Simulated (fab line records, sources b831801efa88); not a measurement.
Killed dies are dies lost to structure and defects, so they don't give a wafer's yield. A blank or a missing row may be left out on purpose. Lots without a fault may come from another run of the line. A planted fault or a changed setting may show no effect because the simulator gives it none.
fab line records | flow sky130
record lots=5 wafers=15 last_day=48
route steps=708 shown METAL5@664 PAD_OPEN@708
lots that met no fault: from a run of the same line without faults
start_h: hours from the record's first day to the start of the lot's first wafer shown | wait_h: hours since the lot's step before | " the same as in the row above | L1.1+2: a row that stands for several wafers | - no value, or no start given | * or withheld: withheld | < > ~ a bound
route shown NAME@n: a module of which the file shows steps, and the number in the route of the first | usual: mean/standard deviation of fault-free wafers | same: alike in all rows | chamber/n: place in a boat | sites: the reading at each site | _std_site: their standard deviation | _edge_site: outer sites' mean less inner sites' | radius_mm: how far each site lies from the wafer's centre | mask NAME#n: copy n | behind: the tool/chamber that last shaped the wafer | hold: why the lot was held/for how many hours/how that ended | device: the transistor (n, p or np) that didn't switch | end of line: the same wafers' tests at the end of the route | a step without rows: its recipe alone | killed: dies lost to structure and defects at the first sort, not the wafer's yield | map: a wafer's dies, x killed, . not, _ none there
set.NAME: the setting as run; set.NAME@STEP: as run at that earlier step | model.NAME: the simulator's own value behind a step, which no gauge read
lots at some steps of the route; a table a step, a row a wafer
services: from which hour (start_h, from the record's first day; less than 0 if before it) a tool's chamber was out of use, for how many hours, and why
## steps
# step SKY_METAL5_SPUTTER_03
# recipe material=Ti target_thk_nm=5 power_w=3000 time_s=3.3 chamber_pressure_pa=0.4
# usual cathode_dc_power_W=3000.1/0.5 throttle_valve_pct=29.4/1.3
# columns lot.wafer tool chamber start_h wait_h cathode_dc_power_W throttle_valve_pct
L970.3 pvd_sputter-02 - 1006.15 0.0 2999.7 30.1
L970.4 " - " " 2999.9 28.4
L970.5 " - " " 3000.4 28.6
L971.2 pvd_sputter-04 - 1019.81 0.0 3000.0 29.0
L971.3 " - " " 3000.4 30.2
L971.4 " - " " 2999.8 28.7
L972.2 pvd_sputter-02 - 1024.30 0.0 2999.8 28.6
L972.4 " - " " 3000.2 31.0
L972.5 " - " " 2999.5 28.5
L980.3 pvd_sputter-04 - 1075.31 0.0 2998.5 28.8
L980.4 " - " " 3000.3 28.8
L980.5 " - " " 2999.7 30.8
L985.2 pvd_sputter-04 - 1101.66 0.0 2999.4 28.5
L985.3 " - " " 2999.6 30.4
L985.4 " - " " 2999.9 28.6
# step SKY_METAL5_SPUTTER_04
# recipe material=TiN target_thk_nm=70 power_w=6500 time_s=58.3 chamber_pressure_pa=0.4
# usual cathode_dc_power_W=6500.0/1.1 throttle_valve_pct=29.4/1.3
# columns lot.wafer tool chamber start_h wait_h cathode_dc_power_W throttle_valve_pct
L970.3 pvd_sputter-02 - 1006.16 0.0 6500.9 30.5
L970.4 " - " " 6499.1 28.6
L970.5 " - " " 6500.2 28.6
L971.2 pvd_sputter-04 - 1019.83 0.0 6500.8 28.7
L971.3 " - " " 6501.6 30.2
L971.4 " - " " 6499.4 28.8
L972.2 pvd_sputter-02 - 1024.32 0.0 6499.4 28.7
L972.4 " - " " 6499.3 30.6
L972.5 " - " " 6499.6 27.9
L980.3 pvd_sputter-04 - 1075.33 0.0 6502.1 28.8
L980.4 " - " " 6500.6 28.8
L980.5 " - " " 6499.9 31.1
L985.2 pvd_sputter-04 - 1101.68 0.0 6499.7 28.6
L985.3 " - " " 6498.5 30.2
L985.4 " - " " 6502.5 28.7
# step SKY_METAL5_RS_MEAS_05
# recipe thk_meas_gauge=four-point-probe reads=TiN_of_METAL5_SPUTTER_04+Ti_of_METAL5_SPUTTER_03+AlCu_of_METAL5_SPUTTER_02+TiN_of_METAL5_SPUTTER_01+Ti_of_METAL5_SPUTTER_00
# usual METAL5_ALCU_RS=0.0271/0.0003
# columns lot.wafer tool chamber start_h wait_h METAL5_ALCU_RS[ohm/sq]
L970.3 film_metro-02 - 1006.25 0.1 0.02675
L970.4 " - " " 0.02702
L970.5 " - " " 0.02713
L971.2 film_metro-02 - 1019.90 0.0 0.02683
L971.3 " - " " 0.02658
L971.4 " - " " 0.02685
L972.2 film_metro-01 - 1024.39 0.0 0.02716
L972.4 " - " " 0.02694
L972.5 " - " " 0.02737
L980.3 film_metro-01 - 1075.54 0.2 0.02686
L980.4 " - " " 0.02692
L980.5 " - " " 0.02723
L985.2 film_metro-02 - 1101.75 0.0 0.02713
L985.3 " - " " 0.02713
L985.4 " - " " 0.02736
# step SKY_METAL5_THK_MEAS_06
# recipe thk_meas_gauge=xrf reads=AlCu_of_METAL5_SPUTTER_02
# usual METAL5_ALCU_THK=1138/13
# columns lot.wafer tool chamber start_h wait_h METAL5_ALCU_THK[nm]
L970.3 film_metro-02 - 1006.35 0.1 1155
L970.4 " - " " 1138
L970.5 " - " " 1137
L971.2 film_metro-02 - 1020.01 0.1 1145
L971.3 " - " " 1162
L971.4 " - " " 1143
L972.2 film_metro-01 - 1024.50 0.1 1149
L972.4 " - " " 1162
L972.5 " - " " 1134
L980.3 film_metro-01 - 1075.64 0.1 1150
L980.4 " - " " 1153
L980.5 " - " " 1136
L985.2 film_metro-02 - 1101.86 0.1 1141
L985.3 " - " " 1129
L985.4 " - " " 1123
# step SKY_METAL5_DEHYDRATE_07
# recipe temp_c=200 time_s=60
# step SKY_METAL5_HMDS_08
# recipe prime_time_s=60 prime_temp_c=120
# step SKY_METAL5_COAT_09
# recipe resist=NOVOLAK spin_rpm=3000 resist_thk_nm=1800
# step SKY_METAL5_SOFTBAKE_10
# recipe temp_c=90 time_s=60 resist=NOVOLAK
# step SKY_METAL5_EXPOSE_11
# recipe mask_id=MM5 na=0.6 source_shape=conventional sigma_outer=0.6 polarization=unpolarized target_cd_nm=1600 dose_mj=190
# step SKY_METAL5_PEB_12
# recipe temp_c=withheld time_s=* resist=NOVOLAK
# step SKY_METAL5_DEVELOP_13
# recipe resist=NOVOLAK developer=TMAH develop_time_s=60 dev_temp_c=23
# step SKY_METAL5_DESCUM_14
# recipe chemistry=O2 source_power_w=150 bias_power_w=0 pressure_mtorr=10 temp_c=40 time_s=11
# usual chamber_pressure_mTorr=10.000/0.0094 drypump_motor_current_A=5.7/0.51 oes_product_au=1.000/0.012
# columns lot.wafer tool chamber start_h wait_h chamber_pressure_mTorr drypump_motor_current_A oes_product_au rf_hours_counter_h
L970.3 rie_metal-02 1 1028.84 0.1 10.009 6.2 0.994 -
L970.4 " 0 " " 10.000 5.7 0.992 -
L970.5 " 0 " " 10.001 5.7 0.998 -
L971.2 rie_metal-02 0 1041.62 0.1 9.996 5.7 0.989 17
L971.3 " 1 " " 9.995 6.2 0.999 -
L971.4 " 0 " " 10.014 5.7 0.993 -
L972.2 rie_metal-02 0 1045.85 0.1 9.993 5.7 0.999 17
L972.4 " 1 " " 10.013 6.2 0.984 -
L972.5 " 1 " " 9.984 6.2 0.997 -
L980.3 rie_metal-03 0 1095.72 0.1 10.011 6.3 1.016 -
L980.4 " 0 " " 9.994 6.3 1.017 -
L980.5 " 0 " " 10.010 6.4 1.018 -
L985.2 rie_metal-03 0 1121.03 0.1 9.994 6.4 1.012 13
L985.3 " 0 " " 10.006 6.3 1.011 -
L985.4 " 1 " " 9.990 5.4 0.998 -
# step SKY_METAL5_METAL_ETCH_15
# recipe target_depth_a=12600 stop_on=SiO2 over_etch_frac=0.2 time_s=252 chemistry=Cl2/BCl3 resist_sidewall_deg=86 pressure_mtorr=10 icp_w=900 bias_w=48.5 Cl2_flow_sccm=60 bcl3_flow_sccm=30
# usual chamber_pressure_mTorr=10.001/0.0093 drypump_motor_current_A=5.7/0.51 oes_product_au=0.893/0.0052 run_length_s=280.3/0.64 throttle_valve_pct=22.264/0.0091
# columns lot.wafer tool chamber start_h wait_h chamber_pressure_mTorr drypump_motor_current_A oes_product_au rf_hours_counter_h run_length_s throttle_valve_pct model.NOVOLAK_of_METAL5_COAT_09.thk_nm model.METAL5.feature_depth_nm model.etch.depth_nm
L970.3 rie_metal-02 1 1028.94 0.1 10.009 6.2 0.883 - 279.9 22.263 1037 1258 1258
L970.4 " 0 " " 10.000 5.7 0.894 - 280.0 22.250 1031 1260 1260
L970.5 " 0 " " 9.986 5.7 0.899 - 280.3 22.254 1030 1254 1254
L971.2 rie_metal-02 0 1041.65 0.0 10.023 5.7 0.881 17 280.5 22.258 1029 1257 1257
L971.3 " 1 " " 10.006 6.2 0.895 - 280.1 22.264 1045 1266 1266
L971.4 " 0 " " 10.005 5.7 0.895 - 280.6 22.266 1031 1255 1255
L972.2 rie_metal-02 0 1045.89 0.0 9.997 5.7 0.887 17 280.2 22.276 1045 1260 1260
L972.4 " 1 " " 9.996 6.2 0.995 - 235.3 22.269 1189 1229 1229
L972.5 " 1 " " 9.994 6.2 0.886 - 280.1 22.257 1045 1250 1250
L980.3 rie_metal-03 0 1095.93 0.2 10.010 6.4 0.890 - 280.1 22.268 1024 1257 1257
L980.4 " 0 " " 10.013 6.4 0.887 - 280.4 22.266 1025 1254 1254
L980.5 " 0 " " 9.986 6.4 0.889 - 280.5 22.272 1017 1256 1256
L985.2 rie_metal-03 0 1121.06 0.0 10.004 6.4 0.888 13 280.2 22.266 1015 1258 1258
L985.3 " 0 " " 10.008 6.4 0.890 - 280.0 22.244 1026 1258 1258
L985.4 " 1 " " 9.985 5.4 0.892 - 280.3 22.248 1038 1251 1251
# step SKY_METAL5_STRIP_16
# recipe chemistry=O2/N2 power_w=1400 pressure_mtorr=1500 platen_temp_c=withheld o2_flow_sccm=3000 n2_flow_sccm=300 overash_fraction=0.5
# usual chamber_pressure_mTorr=1500.1/1.4 drypump_motor_current_A=5.7/0.46 oes_product_au=0.710/0.0045 strip_time_to_endpoint_s=13.06/0.16
# columns lot.wafer tool chamber start_h wait_h chamber_pressure_mTorr drypump_motor_current_A oes_product_au rf_hours_counter_h strip_time_to_endpoint_s
L970.3 plasma_asher-03 0 1029.13 0.1 1501.8 5.8 0.705 - 13.09
L970.4 " 1 " " 1499.8 5.7 0.706 - 13.02
L970.5 " 0 " " 1501.6 5.8 0.713 - 13.02
L971.2 plasma_asher-01 0 1041.89 0.2 1498.7 6.4 0.713 30 13.00
L971.3 " 1 " " 1499.8 5.0 0.712 - 13.18
L971.4 " 0 " " 1501.0 6.4 0.710 - 13.04
L972.2 plasma_asher-01 0 1046.12 0.2 1501.0 6.4 0.705 30 13.18
L972.4 " 0 " " 1501.0 6.4 0.706 - 14.82
L972.5 " 1 " " 1502.2 5.0 0.713 - 13.18
L980.3 plasma_asher-03 0 1096.27 0.3 1500.8 5.8 0.702 - 12.95
L980.4 " 1 " " 1499.2 5.7 0.714 - 12.96
L980.5 " 1 " " 1498.5 5.7 0.719 - 12.86
L985.2 plasma_asher-03 1 1121.30 0.2 1498.4 5.7 0.705 100 12.84
L985.3 " 0 " " 1500.9 5.8 0.716 - 12.96
L985.4 " 1 " " 1498.2 5.7 0.718 - 13.10
# step SKY_METAL5_STRIP_17
# recipe chemistry=post_etch_residue_remover time_s=1200 temp_c=72.5
# step SKY_PAD_OPEN_PROBE_99
# usual defect_limited_yield=82.5/1.9 killed_at_M0_to_M3=42/7.4 killed_at_M4_up=3.4/1.8 killed_at_contacts=25/5.4 killed_at_front_end=15/4.4 killed_at_other=0.2/0.52 killed_dies=86/9.3 killed_on_rim=17/3.9 killed_open=47/7.6 killed_short=39/6.5 sort_bin_3_pad_short=0.9/0.46 sort_bin_5_function=10.3/1.5 sort_bin_6_memory=6.3/1.2 sort_n_pass=406/9.3 sort_yield_pct=82.5/1.9
# same gross_dies=492 killed_at_back_side=0 sort_bin_4_leakage[%]=0 sort_bin_8_speed[%]=0
# columns lot.wafer tool chamber start_h wait_h defect_limited_yield[%] killed_at_M0_to_M3 killed_at_M4_up killed_at_contacts killed_at_front_end killed_at_other killed_dies killed_on_rim killed_open killed_short sort_bin_3_pad_short[%] sort_bin_5_function[%] sort_bin_6_memory[%] sort_n_pass sort_yield_pct[%]
L971.2 prober-01 - 1088.04 0.1 81.1 46 2 27 18 0 93 22 47 46 1.4 9.6 7.9 399 81.1
L971.3 prober-01 - 1088.09 0.2 83.5 38 3 24 16 0 81 16 48 33 0.8 11.2 4.5 411 83.5
L971.4 prober-01 - 1088.14 0.2 82.9 41 5 18 18 2 84 17 43 41 0.6 11.2 5.3 408 82.9
L972.2 prober-02 - 1090.50 0.1 85.2 30 2 25 16 0 73 18 46 27 0.4 9.6 4.9 419 85.2
L972.4 prober-02 - 1090.60 0.2 20.5 37 309 28 17 0 391 78 46 40 1.0 72.4 6.1 101 20.5
L972.5 prober-02 - 1090.65 0.2 82.5 45 1 23 17 0 86 20 40 46 1.2 10.2 6.1 406 82.5
L985.2 prober-02 - 1160.89 0.1 79.7 51 5 30 14 0 100 18 57 43 1.0 14.2 5.1 392 79.7
L985.3 prober-02 - 1160.94 0.2 78.7 49 3 34 19 0 105 21 63 42 0.4 13.0 7.9 387 78.7
L985.4 prober-02 - 1160.99 0.2 81.5 41 3 24 23 0 91 15 50 41 0.8 11.6 6.1 401 81.5
# killed by level:class
L971.2 CONTACT:geometric_particle:open=11 VIA2:geometric_particle:open=8 METAL2:geometric_particle:short=7 CONTACT:geometric_particle:short=6 VIA1:geometric_particle:open=6 VIA3:geometric_particle:open=6 FIELD_ISO:geometric_particle:short=4 POLY_GATE:geometric_particle:open=4
L971.3 VIA1:geometric_particle:open=14 CONTACT:geometric_particle:open=11 VIA1:geometric_particle:short=7 POLY_GATE:geometric_particle:open=6 LI_CONTACT:geometric_particle:open=6 FIELD_ISO:geometric_particle:short=4 POLY_GATE:geometric_particle:short=4 METAL1:geometric_particle:short=4
L971.4 VIA2:geometric_particle:open=10 METAL1:geometric_particle:short=7 VIA1:geometric_particle:open=7 CONTACT:geometric_particle:open=6 POLY_GATE:geometric_particle:short=5 LI_CONTACT:geometric_particle:open=5 METAL2:geometric_particle:short=5 FIELD_ISO:geometric_particle:open=4
L972.2 CONTACT:geometric_particle:open=10 VIA1:geometric_particle:open=8 LI_CONTACT:geometric_particle:open=7 FIELD_ISO:geometric_particle:open=6 VIA2:geometric_particle:open=6 LOCAL_INTERCONNECT:geometric_particle:short=5 VIA3:geometric_particle:open=4 VIA3:geometric_particle:short=4
L972.4 METAL5:area_etch=305 CONTACT:geometric_particle:open=8 VIA1:geometric_particle:open=8 LI_CONTACT:geometric_particle:open=7 CONTACT:geometric_particle:short=7 METAL2:geometric_particle:short=7 FIELD_ISO:geometric_particle:open=5 VIA3:geometric_particle:open=5
L972.5 FIELD_ISO:geometric_particle:short=8 CONTACT:geometric_particle:open=8 METAL2:geometric_particle:short=8 VIA1:geometric_particle:open=7 VIA3:geometric_particle:open=7 LI_CONTACT:geometric_particle:open=6 METAL1:geometric_particle:short=6 POLY_GATE:geometric_particle:short=4
L985.2 VIA1:geometric_particle:open=15 LI_CONTACT:geometric_particle:open=10 CONTACT:geometric_particle:open=10 VIA2:geometric_particle:open=7 VIA3:geometric_particle:open=7 LOCAL_INTERCONNECT:geometric_particle:short=5 CONTACT:geometric_particle:short=5 VIA1:geometric_particle:short=5
L985.3 VIA1:geometric_particle:open=16 LI_CONTACT:geometric_particle:open=12 METAL1:geometric_particle:short=8 LOCAL_INTERCONNECT:geometric_particle:short=7 CONTACT:geometric_particle:open=7 POLY_GATE:geometric_particle:open=6 CONTACT:geometric_particle:short=6 VIA2:geometric_particle:open=5
L985.4 CONTACT:geometric_particle:open=10 FIELD_ISO:geometric_particle:short=9 VIA1:geometric_particle:open=9 LI_CONTACT:geometric_particle:open=6 VIA2:geometric_particle:open=6 VIA3:geometric_particle:open=6 POLY_GATE:geometric_particle:open=5 CONTACT:geometric_particle:short=5
# map L972.4 (x killed, . not)
__________xxxxxxxxxx_________
________x.xxxxxxxxxx.x_______
______......xxxxxxxxxxxx_____
_____xxxxxxxxxxxx.xxxxxxx____
____......xxxxxxxxxxxxxxxx___
___......xx.xxxxxxxxxxxxxxx__
__x..x....xxxxxxxxxxxxxxxxxx_
_.xx......xxxxxxxxxxxxxxxxxxx
_x.........xxxxxxxxxxxxxxxxxx
_.xx.x.x...xxxxxxxxxxxxxxxxxx
_xxx.xxxx.xx.xx.xxxxxxxxxxxxx
_.x..x...xx.x.xxxxxxxxxxxxxxx
_xxxx.xx.xx.x.xxxxxxxxxxxxxxx
_.x.x.xx..x.xxx.xxxxxxxxxxxxx
_xx..xxxxxxx.xxxxx..xxx.xxxxx
__xx..xxxxxxxxxxxxx...xx.xxx_
___xxxxxxxxxxxxxxxxxx..xxxx__
____xx.xx..xxxxxxxx.x.xxxx___
_____.xx..xxxxxxxxxxxx.xx____
______xx..xxxxxxxxxxxxxx_____
________x..xxxx.xxxxxx_______
__________xxxxxxxxxx_________
# map L971.2 (x killed, . not)
__________x........._________
________...........x.._______
______..........x...x..._____
_____x.................x.____
____xx....................___
___...............xx.x..x..__
__x..x.....................x_
_x..x............x..x.....x..
_x..x............x..x..x.....
_..x.x........x..xx..x.......
_..x.xx......x...........x.xx
_......x...x.x.xxx...xx...x.x
_.......x.x..xx........x....x
_.....x....x...........x..x.x
_...x...x.........x....x.x...
__.......x...............xx._
___..x..x........x.xx....xx__
____....x..x.....x.xxx....___
_____.x..x..x....x.......____
______........x........._____
________...x.xx..x..x._______
__________....x.xx.._________
## services
# columns tool chamber start_h hours kind
plasma_asher-03 - 985.70 5.7 repair
pvd_sputter-02 - 1015.74 3.4 repair
rie_metal-03 1 1078.95 - clean
rie_metal-03 1 1078.95 22.9 scheduled_down
rie_metal-03 1 1078.95 22.9 vent_cycle
plasma_asher-01 - 1084.41 1.9 repair
pvd_sputter-02 - 1095.45 3.9 repair
plasma_asher-03 - 1098.16 1.7 repair
rie_metal-02 0 1118.86 47.7 repair
## key
first_sign step=SKY_METAL5_METAL_ETCH_15 reading=run_length_s direction=down sigmas=70 usual=* struck=*
effect step=SKY_METAL5_METAL_ETCH_15 reading=oes_product_au direction=up sigmas=20 usual=0.893 struck=0.995
effect step=SKY_METAL5_STRIP_16 reading=strip_time_to_endpoint_s direction=up sigmas=11 usual=* struck=*
effect step=SKY_PAD_OPEN_PROBE_99 reading=killed_at_M4_up direction=up sigmas=99+ usual=3.4 struck=309
model_effect step=SKY_METAL5_METAL_ETCH_15 value=NOVOLAK_of_METAL5_COAT_09.thk_nm without=1057 struck=1189
more_kills_born_at SKY_METAL5_METAL_ETCH_15@rie_metal-02=305
met_at SKY_METAL5_METAL_ETCH_15
struck_wafers L972.4
later_rows_left_out L972.4
onset_between 1041.65 1045.89
fault kind=process_parameter_drift tool=rie_metal-02 chamber=- onset_h=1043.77 steps=SKY_METAL5_METAL_ETCH_15 channel=time_s offset=* shape=step end_h=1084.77 scope=struck_wafers_only acts_in=* stated=*
# later_rows_left_out: the simulator's readings of these wafers behind a module that went badly wrong aren't trusted and aren't shown, but for the sort
